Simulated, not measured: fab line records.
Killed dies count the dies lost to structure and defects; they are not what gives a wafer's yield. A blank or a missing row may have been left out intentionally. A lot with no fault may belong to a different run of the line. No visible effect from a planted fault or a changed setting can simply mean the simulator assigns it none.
The tool behind it: which one? || flow gf180mcu || 13 lots with 39 wafers sampled at 4 steps, on a route of 602 steps

## WHAT THE GAUGES SHOWED, per wafer
GF_DNWELL_TW_MEAS_09.
{"lot": "L863", "measured": "day 2 20:26", "on": "film-metro-04", "DNWELL_TW": "1336 1332 1331"}
{"lot": "L864", "measured": "day 3 03:53", "on": "film-metro-01", "DNWELL_TW": "1329 1341 1331"}
{"lot": "L866", "measured": "day 3 14:58", "on": "film-metro-04", "DNWELL_TW": "1342 1349 1344"}
{"lot": "L868", "measured": "day 3 23:10", "on": "film-metro-01", "DNWELL_TW": "1331 1323 1337"}
{"lot": "L873", "measured": "day 5 03:38", "on": "film-metro-02", "DNWELL_TW": "1335 1332 1331"}
{"lot": "L875", "measured": "day 5 13:13", "on": "film-metro-02", "DNWELL_TW": "1334 1327 1328"}
{"lot": "L876", "measured": "day 5 18:26", "on": "film-metro-04", "DNWELL_TW": "1336 1330 1336"}
{"lot": "L877", "measured": "day 6 00:20", "on": "film-metro-04", "DNWELL_TW": "1190 1182 1190"}
{"lot": "L878", "measured": "day 6 05:05", "on": "film-metro-01", "DNWELL_TW": "1197 1194 1187"}
{"lot": "L879", "measured": "day 6 09:20", "on": "film-metro-01", "DNWELL_TW": "1344 1338 1334"}
{"lot": "L880", "measured": "day 6 19:25", "on": "film-metro-04", "DNWELL_TW": "1348 1347 1352"}
{"lot": "L882", "measured": "day 7 01:22", "on": "film-metro-02", "DNWELL_TW": "1341 1342 1343"}
{"lot": "L884", "measured": "day 7 13:22", "on": "film-metro-02", "DNWELL_TW": "1341 1347 1340"}

GF_NWELL_TW_MEAS_11.
{"lot": "L863", "measured": "day 3 11:05", "on": "film-metro-04", "NWELL_TW": "1571 1573 1568"}
{"lot": "L864", "measured": "day 3 18:30", "on": "film-metro-03", "NWELL_TW": "1583 1581 1588"}
{"lot": "L866", "measured": "day 4 05:12", "on": "film-metro-04", "NWELL_TW": "1571 1567 1577"}
{"lot": "L868", "measured": "day 4 14:56", "on": "film-metro-04", "NWELL_TW": "1563 1567 1570"}
{"lot": "L873", "measured": "day 5 20:50", "on": "film-metro-04", "NWELL_TW": "1556 1555 1557"}
{"lot": "L875", "measured": "day 6 06:21", "on": "film-metro-04", "NWELL_TW": "1574 1579 1582"}
{"lot": "L876", "measured": "day 6 11:23", "on": "film-metro-03", "NWELL_TW": "1583 1590 1587"}
{"lot": "L877", "measured": "day 6 17:47", "on": "film-metro-03", "NWELL_TW": "1597 1591 1588"}
{"lot": "L878", "measured": "day 6 21:28", "on": "film-metro-04", "NWELL_TW": "1575 1568 1569"}
{"lot": "L879", "measured": "day 7 02:17", "on": "film-metro-04", "NWELL_TW": "1560 1563 1561"}
{"lot": "L880", "measured": "day 7 13:13", "on": "film-metro-04", "NWELL_TW": "1566 1571 1565"}
{"lot": "L882", "measured": "day 7 20:00", "on": "film-metro-02", "NWELL_TW": "1563 1568 1562"}
{"lot": "L884", "measured": "day 8 08:02", "on": "film-metro-03", "NWELL_TW": "1585 1585 1588"}

GF_POLY_GATE_OVL_MEAS_11.
{"lot": "L863", "measured": "day 10 04:43", "on": "overlay-01", "POLY_GATE_OVL (nm)": "-13 -13 -8"}
{"lot": "L864", "measured": "day 10 17:06", "on": "overlay-02", "POLY_GATE_OVL (nm)": "-12 -9 -18"}
{"lot": "L866", "measured": "day 11 05:08", "on": "overlay-02", "POLY_GATE_OVL (nm)": "4 5 -3"}
{"lot": "L868", "measured": "day 11 22:19", "on": "overlay-02", "POLY_GATE_OVL (nm)": "0 -7 -2"}
{"lot": "L873", "measured": "day 13 11:16", "on": "overlay-02", "POLY_GATE_OVL (nm)": "-4 -7 -5"}
{"lot": "L875", "measured": "day 13 20:56", "on": "overlay-02", "POLY_GATE_OVL (nm)": "-19 -11 -8"}
{"lot": "L876", "measured": "day 14 04:59", "on": "overlay-02", "POLY_GATE_OVL (nm)": "3 -6 3"}
{"lot": "L877", "measured": "day 14 15:10", "on": "overlay-01", "POLY_GATE_OVL (nm)": "-6 -7 -8"}
{"lot": "L878", "measured": "day 14 18:07", "on": "overlay-01", "POLY_GATE_OVL (nm)": "1 -4 -2"}
{"lot": "L879", "measured": "day 14 23:15", "on": "overlay-02", "POLY_GATE_OVL (nm)": "-4 -6 4"}
{"lot": "L880", "measured": "day 15 14:08", "on": "overlay-02", "POLY_GATE_OVL (nm)": "0 5 -10"}
{"lot": "L882", "measured": "day 15 21:01", "on": "overlay-02", "POLY_GATE_OVL (nm)": "-3 -2 7"}
{"lot": "L884", "measured": "day 16 12:02", "on": "overlay-02", "POLY_GATE_OVL (nm)": "-7 2 0"}

## TOOL THAT RAN EACH LOT (tool first, then ch and the chambers of the sampled wafers, then the start)
{"lot": "L863", "GF_DNWELL_IMPLANT_07": "implanter-02 ch 0, day 2 20:12"}
{"lot": "L864", "GF_DNWELL_IMPLANT_07": "implanter-01 ch 0, day 3 03:40"}
{"lot": "L866", "GF_DNWELL_IMPLANT_07": "implanter-02 ch 0, day 3 14:43"}
{"lot": "L868", "GF_DNWELL_IMPLANT_07": "implanter-01 ch 0, day 3 22:55"}
{"lot": "L873", "GF_DNWELL_IMPLANT_07": "implanter-02 ch 0, day 5 03:23"}
{"lot": "L875", "GF_DNWELL_IMPLANT_07": "implanter-01 ch 0, day 5 12:58"}
{"lot": "L876", "GF_DNWELL_IMPLANT_07": "implanter-01 ch 0, day 5 18:11"}
{"lot": "L877", "GF_DNWELL_IMPLANT_07": "implanter-01 ch 0, day 6 00:06"}
{"lot": "L878", "GF_DNWELL_IMPLANT_07": "implanter-01 ch 0, day 6 04:50"}
{"lot": "L879", "GF_DNWELL_IMPLANT_07": "implanter-04 ch 0, day 6 09:07"}
{"lot": "L880", "GF_DNWELL_IMPLANT_07": "implanter-04 ch 0, day 6 19:10"}
{"lot": "L882", "GF_DNWELL_IMPLANT_07": "implanter-04 ch 0, day 7 01:07"}
{"lot": "L884", "GF_DNWELL_IMPLANT_07": "implanter-04 ch 0, day 7 13:07"}
- GF_DNWELL_IMPLANT_07

## AS READ BY THE TOOLS THEMSELVES (means over the sampled wafers that have a number; for cases with no such wafer, the mark the record gives instead)
GF_DNWELL_IMPLANT_07.
{"lot": "L863", "tool": "implanter-02", "dose-ions-cm2": 1e+13, "faraday-current-uA": 57.6}
{"lot": "L864", "tool": "implanter-01", "dose-ions-cm2": 1e+13, "faraday-current-uA": 55.3}
{"lot": "L866", "tool": "implanter-02", "dose-ions-cm2": 1e+13, "faraday-current-uA": 56.5}
{"lot": "L868", "tool": "implanter-01", "dose-ions-cm2": 1e+13, "faraday-current-uA": 56.4}
{"lot": "L873", "tool": "implanter-02", "dose-ions-cm2": 1e+13, "faraday-current-uA": 56.9}
{"lot": "L875", "tool": "implanter-01", "dose-ions-cm2": 1e+13, "faraday-current-uA": 56.1}
{"lot": "L876", "tool": "implanter-01", "dose-ions-cm2": 1e+13, "faraday-current-uA": 56.2}
{"lot": "L877", "tool": "implanter-01", "dose-ions-cm2": 7e+12, "faraday-current-uA": 38.7}
{"lot": "L878", "tool": "implanter-01", "dose-ions-cm2": 7e+12, "faraday-current-uA": 39.1}
{"lot": "L879", "tool": "implanter-04", "dose-ions-cm2": 1e+13, "faraday-current-uA": 55.0}
{"lot": "L880", "tool": "implanter-04", "dose-ions-cm2": 1e+13, "faraday-current-uA": 56.7}
{"lot": "L882", "tool": "implanter-04", "dose-ions-cm2": 1e+13, "faraday-current-uA": 56.0}
{"lot": "L884", "tool": "implanter-04", "dose-ions-cm2": 1e+13, "faraday-current-uA": 56.6}

## THE ANSWER, worked out from the rows above alone
Rule: the lots themselves supply what counts as usual. The widest of any qualifying gaps counts: lots, ordered by their means at a reading, are off when they make up no more than a third of the lots, leave a main group of 4 or more, and stand apart from it by 3 or more times the standard deviation of that group's means. If all means in a main group match to the digits the tables above print for the reading, that group is not used. A lot without any number at a reading at which 4 lots or more have one is off too. The other lots that the step has rows for count as sound. First the gauges in route order, then the tools' own readings, where a lot's mean is used as printed above. At the first step where some lot is off, the reading lying furthest off is the one used; lots without a number count as furthest.
Off: L877, L878, at GF_DNWELL_TW_MEAS_09 (DNWELL_TW). For the main group the mean is 1337 and the standard deviation 6.2.
If a tool, at a process step before that reading, ran all the lots that are off and no sound lot after the first of them, it fits. The gauges at GF_DNWELL_TW_MEAS_09 aren't tried: what is off there is off at GF_DNWELL_IMPLANT_07 too, on other tools, and a gauge's error can't cause that. One fits: implanter-01 at GF_DNWELL_IMPLANT_07. Its last sound lot is L876 (day 5 18:11), its first lot that is off L877 (day 6 00:06): a fault that began between those two fits.
The tool's own readings at GF_DNWELL_IMPLANT_07 bear it out: on the lots that are off they differ by more than 5 times the standard deviation of the sound lots' means. dose-ions-cm2 reads 7e+12 there against 1e+13 on the sound lots; faraday-current-uA reads 38.9 there against 56.3 on the sound lots.

## WHAT THE SIMULATOR HAD PUT IN
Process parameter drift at GF_DNWELL_IMPLANT_07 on implanter-01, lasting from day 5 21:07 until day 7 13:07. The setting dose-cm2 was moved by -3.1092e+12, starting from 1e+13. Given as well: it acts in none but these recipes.
Shown lots that were struck: L877, L878. The rule above found the same.
